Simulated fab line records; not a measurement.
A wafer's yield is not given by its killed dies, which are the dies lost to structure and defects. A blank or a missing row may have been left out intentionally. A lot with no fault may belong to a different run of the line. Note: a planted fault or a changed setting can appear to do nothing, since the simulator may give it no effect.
What tool caused it? -- flow gf180mcu -- route of 602 steps, sampled at 1 step: 12 lots, 36 wafers

WHAT EACH GAUGE READ, for each wafer
GF_V3_THK_MEAS_03.
lot,measured,on,V3_CVD_02_THK (nm)
L075,day 21 19:35,film metro-03,850 858 866
L076,day 22 20:04,film metro-01,836 852 858
L079,day 23 14:57,film metro-01,832 838 844
L081,day 24 04:11,film metro-03,849 841 852
L083,day 24 15:45,film metro-03,850 851 857
L085,day 25 10:43,film metro-02,855 861 859
L087,day 26 00:27,film metro-02,844 859 867
L089,day 26 10:01,film metro-01,859 833 864
L091,day 27 02:34,film metro-02,833 861 850
L093,day 27 18:01,film metro-03,850 865 845
L095,day 28 09:31,film metro-01,850 867 861
L097,day 28 21:17,film metro-01,845 850 858

WHICH TOOL RAN EACH LOT (tool, then ch and the chambers of the sampled wafers, then the start)
Record: no process step prior to these readings.

THE ANSWER, worked out from the rows above alone
Rule: usual is defined by the lots themselves. The widest of any qualifying gaps counts: lots, ordered by their means at a reading, are off when they make up no more than a third of the lots, leave a main group of 4 or more, and stand apart from it by 3 or more times the standard deviation of that group's means. If all means in a main group match to the digits the tables above print for the reading, that group is not used. A lot without any number at a reading at which 4 lots or more have one is off too. Any other lot the step has rows for is counted as sound.
Nothing can be told from this: no lot is off at any reading shown.

WHAT HAD BEEN PUT IN BY THE SIMULATOR
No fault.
